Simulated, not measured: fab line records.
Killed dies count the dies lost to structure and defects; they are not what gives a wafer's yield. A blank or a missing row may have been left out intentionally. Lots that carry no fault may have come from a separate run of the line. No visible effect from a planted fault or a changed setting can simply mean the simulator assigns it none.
Struck lot and sound lot, side by side / flow sky130 / 15 out of 708 route steps
Sound: wafers L922.1, L922.2, L922.4. Struck: wafers L934.1, L934.4. (L934.3 of the same lot was not struck and is left out.) The cause comes at the end.
Per side, at each step with rows, come the tool, then ch with its chambers, and then its first start. Under that, the readings that differ: sound wafers / struck wafers / difference of the means / sigmas: that difference in standard deviations of wafers without a fault.
alike: same words and numbers on both sides, and readings whose means sit less than 2 such deviations apart. not compared: any withheld reading, any reading some wafer has no value for, any bound like >300 that may hide the same value, and any number with overlapping values for which the record gives no deviation.
The two part at a step that has a row with sigmas, a row that says differs or no value, or rows on one side only. Numbers that have no deviation but don't overlap get no sigmas and don't part them. Lack of a reading on every wafer of one side parts them only where that side has two or more wafers.

SKY_METAL1_THK_MEAS_06: measures by xrf.
  sound on film_metro-03 at day 33 04:20; struck on film_metro-04 at day 37 01:52
  alike: METAL1_ALCU_THK
then, 8 steps without rows for these wafers: SKY_METAL1_DEHYDRATE_07 (time 60 s); SKY_METAL1_HMDS_08 (prime time 60 s); SKY_METAL1_COAT_09 (resist thk 60 nm); SKY_METAL1_COAT_10 (resist thk 450 nm); SKY_METAL1_SOFTBAKE_11 (time 90 s); SKY_METAL1_EXPOSE_12 (exposes mask MM1, target cd 140 nm); SKY_METAL1_PEB_13; SKY_METAL1_DEVELOP_14 (develop time 60 s).
SKY_METAL1_CD_MEAS_15 targets a cd of 140 nm.
  sound on cd_sem-02 at day 34 06:46; struck on cd_sem-01 at day 38 03:41
  alike: cd_nm
SKY_METAL1_OVL_MEAS_16:
  sound on overlay-01 at day 34 06:53; struck on overlay-01 at day 38 03:48
  alike: METAL1_OVL
SKY_METAL1_DESCUM_17: chemistry O2, time 8 s.
  sound on rie_metal-03 ch 0,1, day 34 06:56; struck on rie_metal-01 ch 0, day 38 03:50
reading=drypump_motor_current_A (A); sound=6.2 6.4 6.1; struck=5.3 5.3; difference=-0.9; sigmas=-2
  alike: oes_product_au
  not compared: rf_hours_counter_h
SKY_METAL1_ETCH_18: etches BARC in N2/H2, stops on SiO2, time 45.9 s, target depth 60 nm.
  sound on rie_metal-03 ch 0,1, day 34 06:58; struck on rie_metal-01 ch 0, day 38 03:52
reading=bias_w (W); sound=100.0 100.0 100.4; struck=89.0 89.8; difference=-10.7; sigmas=-33
reading=drypump_motor_current_A (A); sound=6.2 6.4 6.2; struck=5.4 5.4; difference=-0.9; sigmas=-2
  alike: n2_flow_sccm, oes_product_au, throttle_valve_pct
  not compared: rf_hours_counter_h
SKY_METAL1_METAL_ETCH_19: etches the open film in Cl2/BCl3, stops on SiO2, target depth 360 nm, time 78 s.
  sound on rie_metal-03 ch 0,1, day 34 07:02; struck on rie_metal-01 ch 0, day 38 03:56
reading=drypump_motor_current_A (A); sound=6.1 6.4 6.2; struck=5.3 5.3; difference=-0.9; sigmas=-2
  alike: bcl3_flow_sccm, bias_w, oes_product_au, throttle_valve_pct
  not compared: rf_hours_counter_h
-- the record jumps here: 12 days lie between the struck wafers' starts before and after (it left off in module METAL1 and takes up again in module PAD_OPEN, whose first step shown is number 708 of the route) --
SKY_PAD_OPEN_PROBE_99:
  sound on prober-01 at day 46 23:18; struck on prober-01 at day 49 18:35
  alike: defect_limited_yield, killed_at_M0_to_M3, killed_at_M4_up, killed_at_contacts, killed_at_front_end, killed_at_other, killed_dies, killed_open, killed_short, sort_bin_3_pad_short, sort_bin_5_function, sort_bin_6_memory, sort_n_pass, sort_yield_pct

== WHERE THEY PART ==
First at SKY_METAL1_DESCUM_17; last, within this record, at SKY_METAL1_METAL_ETCH_19. Later steps at which nothing parts them and some readings are alike: SKY_PAD_OPEN_PROBE_99.

WHY: what had been put in by the simulator
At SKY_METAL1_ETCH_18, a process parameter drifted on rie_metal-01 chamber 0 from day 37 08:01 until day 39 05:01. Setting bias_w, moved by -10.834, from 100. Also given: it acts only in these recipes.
